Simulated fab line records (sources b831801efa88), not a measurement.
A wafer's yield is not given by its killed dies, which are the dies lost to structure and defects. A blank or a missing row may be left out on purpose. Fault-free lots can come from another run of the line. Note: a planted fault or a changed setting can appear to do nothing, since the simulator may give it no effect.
Comparing a struck lot with a sound one -- flow sky130 -- 17 out of 708 route steps
Sound: these wafers, L773.3, L773.4, L773.6. Struck: wafers L792.2, L792.3, L792.4. The cause comes at the end.
Per side, at each step with rows, come the tool, then ch with its chambers, and then its first start. Under that, the readings that differ: sound wafers -- struck wafers -- difference of the means -- sigmas: that difference in standard deviations of wafers without a fault.
alike: a reading whose means differ by less than 2 such deviations, as well as words and numbers matching on both sides. not compared: withheld readings; readings where some wafer has no value; bounds like >300 that might hide an equal value; numbers whose values overlap and for which the record gives no deviation.
The two part at a step that has a row with sigmas, a row that says differs or no value, or rows on one side only. Numbers that have no deviation but don't overlap get no sigmas and don't part them. Lack of a reading on every wafer of one side parts them only where that side has two or more wafers.

SKY_VT_ADJUST_HVTP_OVL_MEAS_08:
  sound on overlay-01, day 6 15:51; struck on overlay-02, day 11 15:49
reading,sound,struck,difference,sigmas
VT_ADJUST_HVTP_OVL (nm),3.7 2.7 0.5,4.4 5.8 5.3,+2.9,+2
following that, these wafers have no rows for 1 step: SKY_VT_ADJUST_HVTP_IMPLANT_09.
SKY_VT_ADJUST_HVTP_STRIP_10: strips in O2/N2.
  sound on plasmaAsher-02 ch 0,1, day 6 16:04; struck on plasmaAsher-02 ch 0,1, day 11 16:00
  alike: drypumpMotorCurrentA, oesProductAu, stripTimeToEndpointS
  not compared: rfHoursCounterH
SKY_VT_ADJUST_HVTP_TW_MEAS_11:
  sound on filmMetro-04, day 6 16:08; struck on filmMetro-01, day 11 16:07
  alike: VT_ADJUST_HVTP_TW
then, 7 steps without rows for these wafers: SKY_VT_ADJUST_LVTN_DEHYDRATE_00 (time 60 s); SKY_VT_ADJUST_LVTN_HMDS_01 (prime time 60 s); SKY_VT_ADJUST_LVTN_COAT_02 (resist thk 3000 nm); SKY_VT_ADJUST_LVTN_SOFTBAKE_03; SKY_VT_ADJUST_LVTN_EXPOSE_04 (exposes mask NWM COMPLEMENT LESS NATIVE, target cd 840 nm); SKY_VT_ADJUST_LVTN_PEB_05; SKY_VT_ADJUST_LVTN_DEVELOP_06 (develop time 60 s).
SKY_VT_ADJUST_LVTN_OVL_MEAS_07:
  sound on overlay-01, day 7 10:20; struck on overlay-01, day 12 17:02
  alike: VT_ADJUST_LVTN_OVL
SKY_VT_ADJUST_LVTN_IMPLANT_08:
  sound on implanter-02 ch 0, day 7 10:25; struck on implanter-02 ch 0, day 12 17:25
  alike: doseIonsCm2
SKY_VT_ADJUST_LVTN_STRIP_09: strips in O2/N2.
  sound on plasmaAsher-04 ch 0,1, day 7 10:33; struck on plasmaAsher-02 ch 0,1, day 12 17:32
  alike: drypumpMotorCurrentA, oesProductAu, stripTimeToEndpointS
  not compared: rfHoursCounterH
SKY_VT_ADJUST_LVTN_TW_MEAS_10:
  sound on filmMetro-03, day 7 10:38; struck on filmMetro-03, day 12 17:38
reading,sound,struck,difference,sigmas
VT_ADJUST_LVTN_TW,247.7 246.7 246.5,300.8 303.2 301.5,+54.9,+23
then, 1 step without rows for these wafers: SKY_VT_ADJUST_LVTN_DEHYDRATE_11 (time 60 s).
-- a jump in the record: the struck wafers' starts before and after are 38 days apart (it breaks off in module VT_ADJUST_LVTN and resumes in module PAD_OPEN, where the first step shown is number 708 of the route) --
SKY_PAD_OPEN_PROBE_99:
  sound on prober-01, day 46 03:56; struck on prober-02, day 50 11:04
reading,sound,struck,difference,sigmas
model.etest.nfet_01v8_lvt.driveUaUm,570.8 573.2 594,522.2 527.3 528.8,-53.2,
model.etest.nfet_01v8.driveUaUm,497.4 500.3 518.2,464.3 469.6 470.4,-37.2,
model.etest.nfet_01v8_turned.driveUaUm,499.6 494.6 519.9,466.8 472.2 469.8,-35.1,
model.etest.nfet_01v8_swapped.driveUaUm,496.7 496.4 518.3,468.6 465.8 473.2,-34.6,
model.etest.nfet_01v8_lvt.vtSatV (V),0.5401 0.5385 0.5229,0.586 0.5886 0.5837,+0.052,
model.etest.nfet_01v8_lvt.vtV (V),0.617 0.611 0.6007,0.6392 0.6493 0.6439,+0.0346,
model.etest.nfet_01v8.vtSatV (V),0.6496 0.6495 0.6379,0.6792 0.6787 0.6762,+0.0324,
model.etest.nfet_01v8_turned.vtSatV (V),0.653 0.6554 0.6354,0.6816 0.6817 0.6848,+0.0348,
  alike: killed_at_M0_to_M3, killed_at_M4_up, killedAtContacts, killedAtFrontEnd, killedAtOther, killedDies, killedOpen, killedShort

WHERE THEY PART
At SKY_VT_ADJUST_HVTP_OVL_MEAS_08 first; at SKY_VT_ADJUST_LVTN_TW_MEAS_10 last (within this record only). Later steps at which nothing parts them and some readings are alike: SKY_PAD_OPEN_PROBE_99.

WHY: whatever the simulator had introduced
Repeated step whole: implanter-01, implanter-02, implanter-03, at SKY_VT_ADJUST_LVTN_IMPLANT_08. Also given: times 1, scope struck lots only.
